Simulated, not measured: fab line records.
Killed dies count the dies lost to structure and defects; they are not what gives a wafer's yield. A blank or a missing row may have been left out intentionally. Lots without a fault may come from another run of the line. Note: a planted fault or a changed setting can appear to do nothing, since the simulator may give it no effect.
A lot that was struck, set against a sound lot | flow sfq-line | 42 steps out of a route of 325
Sound: these wafers, L365.3, L365.4, L365.6. Struck: wafers L383.4, L383.5. The cause is given at the end.
At each step with rows: each side's tool, then ch and its chambers, then its first start. Under that, the readings that differ: sound wafers | struck wafers | difference of the means | sigmas: that difference in standard deviations of wafers without a fault.
alike: a reading whose means differ by less than 2 such deviations, as well as words and numbers matching on both sides. not compared: withheld readings; readings where some wafer has no value; bounds like >300 that might hide an equal value; numbers whose values overlap and for which the record gives no deviation.
A row with sigmas, a row that says differs or no value, or rows on one side alone: a step with any of these is where the two part. When numbers do not overlap yet have no deviation, they are printed without sigmas and do not part them. A reading that every wafer of one side lacks parts them only if that side has two wafers or more.

first, 6 steps without rows for these wafers: SFQ_TRILAYER_M4_LITHO_COAT_098 (resist thk 62 nm); SFQ_TRILAYER_M4_LITHO_COAT_093 (resist thk 600 nm); SFQ_TRILAYER_M4_LITHO_SOFTBAKE_097; SFQ_TRILAYER_M4_LITHO_EXPOSE_094 (exposes mask M4, target cd 500 nm); SFQ_TRILAYER_M4_LITHO_PEB_096 (peb time 60 s); SFQ_TRILAYER_M4_LITHO_DEVELOP_095 (time 60 s).
SFQ_M4_OVL_MEAS_926:
  sound on overlay-02, day 40 05:29; struck on overlay-01, day 55 01:40
  alike: M4_OVL
SFQ_TRILAYER_M4_BARC_OPEN_METAL_ETCH_123: etches BARC in O2, target depth 125 nm, time 41.7 s.
  sound on rie-metal-04 ch 0, day 40 05:33; struck on rie-metal-04 ch 0,1, day 55 01:42
  alike: drypump-motor-current-A, oes-product-au
  not compared: rf-hours-counter-h
then, 1 step without rows for these wafers: SFQ_TRILAYER_M4_ETCH_METAL_ETCH_096 (etches Nb in Cl2/Ar, stops on SiO2, target depth 240 nm, time 120 s).
SFQ_TRILAYER_M4_STRIP_STRIP_097: strips in O2.
  sound on rie-metal-04 ch 0, day 40 06:17; struck on rie-metal-04 ch 0,1, day 55 02:04
  alike: drypump-motor-current-A, oes-product-au
  not compared: rf-hours-counter-h
then, 1 step without rows for these wafers: SFQ_TRILAYER_M4_STRIP_SOLV_CLEAN_098 (cleans in NMP, time 600 s).
SFQ_TRILAYER_I4_DEP_PECVD_099: deposits SiO2 from SiH4/N2O, time 111.11 s, target thk 500 nm.
  sound on pecvd-02 ch 1,2, day 40 07:16; struck on pecvd-02 ch 0,2, day 55 02:41
  alike: heater-power-w, throttle-valve-pct
  not compared: since-wet-clean-h
SFQ_TRILAYER_I4_CMP_CMP_100: polishes SiO2.
  sound on cmp-02 ch 0,1,2, day 41 18:37; struck on cmp-01 ch 1,2, day 55 04:19
  reading                                             | sound             | struck      | difference | sigmas
  time-to-endpoint-s (s)                              | 219 215 222       | 243 249     | +27        | +4
  model.SiO2_of_TRILAYER_I4_DEP_PECVD_099.thk-nm (nm) | 199.6 198.4 199.9 | 178.4 179.6 | -20.3      |
  alike: motor-current-A, retaining-ring-pressure-frac, slurry-flow-ml-min
SFQ_I4_BOW_MEAS_927:
  sound on film-metro-01, day 41 21:10; struck on film-metro-01, day 55 06:23
  alike: I4_BOW
SFQ_TRILAYER_I4_METRO_MEASURE_101:
  sound on film-metro-01, day 41 21:38; struck on film-metro-01, day 55 07:02
  reading     | sound             | struck      | difference | sigmas
  thk-nm (nm) | 199.6 198.6 199.9 | 178.4 179.5 | -20.4      | -24
then, 6 steps without rows for these wafers: SFQ_TRILAYER_I4_VIA_LITHO_COAT_108 (resist thk 62 nm); SFQ_TRILAYER_I4_VIA_LITHO_COAT_103 (resist thk 650 nm); SFQ_TRILAYER_I4_VIA_LITHO_SOFTBAKE_107; SFQ_TRILAYER_I4_VIA_LITHO_EXPOSE_104 (exposes mask I4, target cd 700 nm); SFQ_TRILAYER_I4_VIA_LITHO_PEB_106 (peb time 60 s); SFQ_TRILAYER_I4_VIA_LITHO_DEVELOP_105 (time 60 s).
SFQ_I4_OVL_MEAS_928:
  sound on overlay-01, day 47 12:59; struck on overlay-01, day 55 13:40
  alike: I4_OVL
SFQ_TRILAYER_I4_VIA_BARC_OPEN_VIA_ETCH_146: etches BARC in O2, target depth 125 nm, time 41.7 s.
  sound on rie-diel-04 ch 1,3, day 47 13:00; struck on rie-diel-02 ch 1,2, day 55 13:42
  alike: drypump-motor-current-A, oes-product-au
  not compared: rf-hours-counter-h
SFQ_TRILAYER_I4_VIA_ETCH_VIA_ETCH_106: etches SiO2 in CHF3, stops on Nb, target depth 260 nm.
  sound on rie-diel-04 ch 1,3, day 47 13:02; struck on rie-diel-02 ch 1,2, day 55 13:46
  reading                        | sound             | struck      | difference | sigmas
  oes-product-au (a.u.)          | 0.845 0.849 0.862 | 0.813 0.810 | -0.040     | -8
  model.etch.depth-nm (nm)       | 199.6 198.4 199.9 | 178.4 179.6 | -20.3      |
  model.I4.feature-depth-nm (nm) | 199.6 198.4 199.9 | 178.4 179.6 | -20.3      |
  alike: drypump-motor-current-A
SFQ_TRILAYER_I4_VIA_STRIP_STRIP_107: strips in O2.
  sound on rie-metal-03 ch 0,1, day 47 13:22; struck on rie-metal-01 ch 0,1, day 55 14:02
  alike: drypump-motor-current-A, oes-product-au
  not compared: rf-hours-counter-h
then, 6 steps without rows for these wafers: SFQ_TRILAYER_I4_VIA_STRIP_SOLV_CLEAN_108 (cleans in NMP, time 600 s); SFQ_TRILAYER_JJ_TRILAYER_DEP_PRE_CLEAN_113 (time 22.5 s); SFQ_TRILAYER_JJ_TRILAYER_DEP_SPUTTER_109 (material Nb, target thk 150 nm, time 100 s); SFQ_TRILAYER_JJ_TRILAYER_DEP_SPUTTER_110 (material Al, target thk 8 nm, time 10 s); SFQ_TRILAYER_JJ_TRILAYER_DEP_AL_OXIDATION_111 (oxidation time 600 s); SFQ_TRILAYER_JJ_TRILAYER_DEP_SPUTTER_112 (material Nb, target thk 170 nm, time 113.3 s).
SFQ_JJ_RS_MEAS_929: measures by four-point-probe.
  sound on film-metro-03, day 47 15:10; struck on film-metro-01, day 55 15:52
  alike: JJ_NB_RS
then, 6 steps without rows for these wafers: SFQ_TRILAYER_JJ_CE_LITHO_COAT_119 (resist thk 62 nm); SFQ_TRILAYER_JJ_CE_LITHO_COAT_114 (resist thk 600 nm); SFQ_TRILAYER_JJ_CE_LITHO_SOFTBAKE_118; SFQ_TRILAYER_JJ_CE_LITHO_EXPOSE_115 (exposes mask J5, target cd 700 nm); SFQ_TRILAYER_JJ_CE_LITHO_PEB_117 (peb time 60 s); SFQ_TRILAYER_JJ_CE_LITHO_DEVELOP_116 (time 60 s).
-- the record jumps here: 5 days lie between the struck wafers' starts before and after --
SFQ_JJ_OVL_MEAS_931:
  sound on overlay-01, day 53 02:04; struck on overlay-01, day 60 11:23
  alike: J5_OVL
then, 2 steps without rows for these wafers: SFQ_TRILAYER_JJ_CE_METRO_MEASURE_117; SFQ_TRILAYER_JJ_CE_BARC_OPEN_RIE_150 (chemistry O2, target BARC, target depth 240 nm, time 80 s).
-- the record jumps here: 4 days lie between the struck wafers' starts before and after --
SFQ_TRILAYER_M5_ETCH_METAL_ETCH_126: etches Nb in Cl2/BCl3, stops on SiO2, time 203.2 s, target depth 265 nm.
  sound on rie-metal-03 ch 0,1, day 58 12:44; struck on rie-metal-03 ch 1, day 64 11:32
  reading                                             | sound             | struck      | difference | sigmas
  model.SiO2_of_TRILAYER_I4_DEP_PECVD_099.thk-nm (nm) | 179.9 178.7 180.1 | 158.7 159.9 | -20.3      |
  alike: drypump-motor-current-A, oes-product-au
  not compared: rf-hours-counter-h

WHERE THEY PART
At SFQ_TRILAYER_I4_CMP_CMP_100 first; at SFQ_TRILAYER_I4_VIA_ETCH_VIA_ETCH_106 last (within this record only). Later steps at which nothing parts them and some readings are alike: SFQ_TRILAYER_I4_VIA_STRIP_STRIP_107, SFQ_JJ_RS_MEAS_929, SFQ_JJ_OVL_MEAS_931, SFQ_TRILAYER_M5_ETCH_METAL_ETCH_126.

WHY: the cause the simulator had injected
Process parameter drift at SFQ_TRILAYER_I4_CMP_CMP_100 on cmp-01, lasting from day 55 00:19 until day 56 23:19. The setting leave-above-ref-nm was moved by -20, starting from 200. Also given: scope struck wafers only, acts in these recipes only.
